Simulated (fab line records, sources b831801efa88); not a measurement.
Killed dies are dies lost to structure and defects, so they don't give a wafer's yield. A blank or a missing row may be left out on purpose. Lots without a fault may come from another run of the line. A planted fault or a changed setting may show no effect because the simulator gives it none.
fab line records | flow sky130 | part 2 of 2: steps 31 to 42 of 42
record lots=5 wafers=15 last_day=50
route steps=708 shown LDD_N@251 LDD_P@255 LDD_HVN@267 LDD_HVP@278 LDD_LDN@289
lots that met no fault: from a run of the same line without faults
start_h: hours from the record's first day to the start of the lot's first wafer shown | wait_h: hours since the lot's step before | " the same as in the row above | L1.1+2: a row that stands for several wafers | - no value, or no start given | * or withheld: withheld | < > ~ a bound
route shown NAME@n: a module of which the file shows steps, and the number in the route of the first | usual: mean/standard deviation of fault-free wafers | same: alike in all rows | chamber/n: place in a boat | sites: the reading at each site | _std_site: their standard deviation | _edge_site: outer sites' mean less inner sites' | radius_mm: how far each site lies from the wafer's centre | mask NAME#n: copy n | behind: the tool/chamber that last shaped the wafer | hold: why the lot was held/for how many hours/how that ended | device: the transistor (n, p or np) that didn't switch | end of line: the same wafers' tests at the end of the route | a step without rows: its recipe alone | killed: dies lost to structure and defects at the first sort, not the wafer's yield | map: a wafer's dies, x killed, . not, _ none there
set.NAME: the setting as run; set.NAME@STEP: as run at that earlier step | model.NAME: the simulator's own value behind a step, which no gauge read
lots at some steps of the route; a table a step, a row a wafer
services: from which hour (start_h, from the record's first day; less than 0 if before it) a tool's chamber was out of use, for how many hours, and why
## steps
# step SKY_LDD_HVP_SOFTBAKE_03
# recipe temp_c=90 time_s=60 resist=NOVOLAK
# same time_s=60
# columns lot.wafer tool chamber start_h wait_h
L080.3+4+6 litho_track-04 0 531.38 0.1
L084.1+3+4 litho_track-02 0 591.29 0.1
L089.3+4+5 litho_track-03 0 623.58 0.1
L095.1+2+6 litho_track-02 0 662.59 0.1
L097.2+4+6 litho_track-03 0 672.76 0.1
# step SKY_LDD_HVP_EXPOSE_04
# recipe mask_id=HVPTM na=0.6 source_shape=conventional sigma_outer=0.6 polarization=unpolarized target_cd_nm=700 dose_mj=86
# columns lot.wafer tool chamber start_h wait_h mask
L080.3+4+6 iline_stepper-01 0 - - HVPTM#0
L084.1+3+4 iline_stepper-01 0 - - HVPTM#0
L089.3+4+5 iline_stepper-01 0 - - HVPTM#0
L095.1+2+6 iline_stepper-01 0 - - HVPTM#0
L097.2+4+6 iline_stepper-01 0 - - HVPTM#0
# step SKY_LDD_HVP_PEB_05
# recipe temp_c=withheld time_s=* resist=NOVOLAK
# same time_s=*
# columns lot.wafer tool chamber start_h wait_h
L080.3+4+6 litho_track-04 0 - -
L084.1+3+4 litho_track-02 0 - -
L089.3+4+5 litho_track-02 0 - -
L095.1+2+6 litho_track-04 0 - -
L097.2+4+6 litho_track-02 0 - -
# step SKY_LDD_HVP_DEVELOP_06
# recipe resist=NOVOLAK developer=TMAH develop_time_s=60 dev_temp_c=23
# usual developer_temp_C=23.00/0.11
# columns lot.wafer tool chamber start_h wait_h developer_temp_C
L080.3 litho_track-04 0 546.63 0.1 22.92
L080.4 " 0 " " 23.07
L080.6 " 0 " " 22.98
L084.1 litho_track-02 0 605.59 0.1 23.03
L084.3 " 0 " " 22.91
L084.4 " 0 " " 22.98
L089.3 litho_track-02 0 638.09 0.1 22.88
L089.4 " 0 " " 22.89
L089.5 " 0 " " 23.13
L095.1 litho_track-04 0 676.48 0.1 22.97
L095.2 " 0 " " 22.72
L095.6 " 0 " " 22.93
L097.2 litho_track-02 0 686.97 0.1 23.09
L097.4 " 0 " " 23.20
L097.6 " 0 " " 23.05
# step SKY_LDD_HVP_OVL_MEAS_07
# usual LDD_HVP_OVL=-1.0/1.5
# columns lot.wafer tool chamber start_h wait_h LDD_HVP_OVL[nm]
L080.3 overlay-02 - 546.74 0.1 0.0
L080.4 " - " " -0.1
L080.6 " - " " 0.0
L084.1 overlay-01 - 605.74 0.1 1.5
L084.3 " - " " 1.0
L084.4 " - " " -0.8
L089.3 overlay-01 - 638.21 0.1 -0.5
L089.4 " - " " -0.9
L089.5 " - " " -0.4
L095.1 overlay-01 - 676.63 0.1 -3.3
L095.2 " - " " -3.3
L095.6 " - " " -2.4
L097.2 overlay-01 - 687.10 0.1 -0.7
L097.4 " - " " -2.3
L097.6 " - " " -3.1
# step SKY_LDD_HVP_IMPLANT_08
# recipe species=B energy_kev=19.81 dose_cm2=1.7e+13 tilt_deg=17.9
# usual dose_ions_cm2=1.7001e+13/1.7e+10
# columns lot.wafer tool chamber start_h wait_h dose_ions_cm2
L080.3 implanter-01 0 546.81 0.1 1.6984e+13
L080.4 " 0 " " 1.6993e+13
L080.6 " 0 " " 1.6982e+13
L084.1 implanter-04 0 605.78 0.0 1.7021e+13
L084.3 " 0 " " 1.7003e+13
L084.4 " 0 " " 1.6995e+13
L089.3 implanter-02 0 638.28 0.1 1.7024e+13
L089.4 " 0 " " 1.7025e+13
L089.5 " 0 " " 1.6996e+13
L095.1 implanter-04 0 676.66 0.0 1.6995e+13
L095.2 " 0 " " 1.7019e+13
L095.6 " 0 " " 1.7008e+13
L097.2 implanter-04 0 687.15 0.0 1.7017e+13
L097.4 " 0 " " 1.702e+13
L097.6 " 0 " " 1.6991e+13
# step SKY_LDD_HVP_STRIP_09
# recipe chemistry=O2/N2 power_w=1400 pressure_mtorr=1500 platen_temp_c=withheld o2_flow_sccm=3000 n2_flow_sccm=300 overash_fraction=0.5
# usual drypump_motor_current_A=5.7/0.56 oes_product_au=0.409/0.0043 strip_time_to_endpoint_s=4.137/0.017
# columns lot.wafer tool chamber start_h wait_h drypump_motor_current_A oes_product_au rf_hours_counter_h strip_time_to_endpoint_s
L080.3 plasma_asher-01 1 546.95 0.1 5.0 0.410 - 4.152
L080.4 " 0 " " 6.4 0.408 - 4.134
L080.6 " 0 " " 6.4 0.397 - 4.147
L084.1 plasma_asher-01 1 605.93 0.1 5.0 0.416 91 4.149
L084.3 " 1 " " 5.0 0.410 - 4.146
L084.4 " 0 " " 6.4 0.409 - 4.155
L089.3 plasma_asher-02 0 638.41 0.1 6.3 0.414 - 4.142
L089.4 " 1 " " 5.4 0.404 - 4.144
L089.5 " 1 " " 5.4 0.412 - 4.133
L095.1 plasma_asher-02 1 676.81 0.1 5.4 0.413 22 4.129
L095.2 " 0 " " 6.3 0.411 22 4.116
L095.6 " 1 " " 5.4 0.412 - 4.133
L097.2 plasma_asher-01 1 687.28 0.1 5.0 0.414 99 4.148
L097.4 " 1 " " 5.0 0.407 - 4.144
L097.6 " 0 " " 6.4 0.411 - 4.155
# step SKY_LDD_HVP_TW_MEAS_10
# usual LDD_HVP_TW=456/3.1
# columns lot.wafer tool chamber start_h wait_h LDD_HVP_TW
L080.3 film_metro-01 - 547.03 0.1 449
L080.4 " - " " 448
L080.6 " - " " 452
L084.1 film_metro-02 - 606.03 0.1 457
L084.3 " - " " 457
L084.4 " - " " 456
L089.3 film_metro-02 - 638.50 0.1 456
L089.4 " - " " 457
L089.5 " - " " 457
L095.1 film_metro-02 - 676.91 0.1 457
L095.2 " - " " 460
L095.6 " - " " 458
L097.2 film_metro-03 - 687.39 0.1 455
L097.4 " - " " 456
L097.6 " - " " 453
# step SKY_LDD_LDN_DEHYDRATE_00
# recipe temp_c=200 time_s=60
# same time_s=60
# columns lot.wafer tool chamber start_h wait_h
L080.3+4+6 litho_track-02 0 560.89 13.9
L084.1+3+4 litho_track-02 0 619.44 13.4
L089.3+4+5 litho_track-04 0 652.43 13.9
L095.1+2+6 litho_track-04 0 689.93 13.0
L097.2+4+6 litho_track-01 0 701.33 13.9
# step SKY_LDD_LDN_HMDS_01
# recipe prime_time_s=60 prime_temp_c=120
# usual prime_temp_c=120.01/0.13
# columns lot.wafer tool chamber start_h wait_h prime_temp_c
L080.3 litho_track-02 0 561.04 0.1 119.83
L080.4 " 0 " " 119.83
L080.6 " 0 " " 119.78
L084.1 litho_track-02 0 619.59 0.1 120.15
L084.3 " 0 " " 119.94
L084.4 " 0 " " 120.14
L089.3 litho_track-04 0 652.58 0.1 119.98
L089.4 " 0 " " 120.20
L089.5 " 0 " " 119.83
L095.1 litho_track-04 0 690.08 0.1 120.00
L095.2 " 0 " " 119.88
L095.6 " 0 " " 119.94
L097.2 litho_track-01 0 701.48 0.1 120.07
L097.4 " 0 " " 120.04
L097.6 " 0 " " 119.85
# step SKY_LDD_LDN_COAT_02
# recipe resist=NOVOLAK spin_rpm=3000 resist_thk_nm=1140
# columns lot.wafer tool chamber start_h wait_h
L080.3+4+6 litho_track-02 0 561.19 0.1
L084.1+3+4 litho_track-02 0 619.74 0.1
L089.3+4+5 litho_track-04 0 652.73 0.1
L095.1+2+6 litho_track-04 0 690.23 0.1
L097.2+4+6 litho_track-01 0 701.63 0.1
# step SKY_LDD_LDN_SOFTBAKE_03
# recipe temp_c=90 time_s=60 resist=NOVOLAK
# same time_s=60
# columns lot.wafer tool chamber start_h wait_h
L080.3+4+6 litho_track-02 0 561.34 0.1
L084.1+3+4 litho_track-02 0 619.89 0.1
L089.3+4+5 litho_track-04 0 652.88 0.1
L095.1+2+6 litho_track-04 0 690.38 0.1
L097.2+4+6 litho_track-01 0 701.78 0.1
## services
# columns tool chamber start_h hours kind
plasma_asher-01 - 440.68 2.9 repair
implanter-01 - 441.82 2.0 repair
iline_stepper-01 - 473.70 4.4 pm
plasma_asher-02 - 502.00 13.2 repair
implanter-01 - 554.71 3.0 repair
implanter-04 - 556.70 1.6 repair
iline_stepper-02 - 563.49 15.2 repair
iline_stepper-01 - 576.84 1.7 repair
iline_stepper-02 - 578.68 1.7 pm
iline_stepper-02 - 586.57 2.1 pm
iline_stepper-02 - 588.65 - consumable_replace:lamp
implanter-04 - 606.32 20.2 repair
implanter-04 - 634.88 5.9 repair
plasma_asher-03 - 639.03 2.8 pm
iline_stepper-01 - 648.92 1.7 pm
implanter-01 - 650.37 3.5 pm
plasma_asher-03 - 691.11 0.6 repair
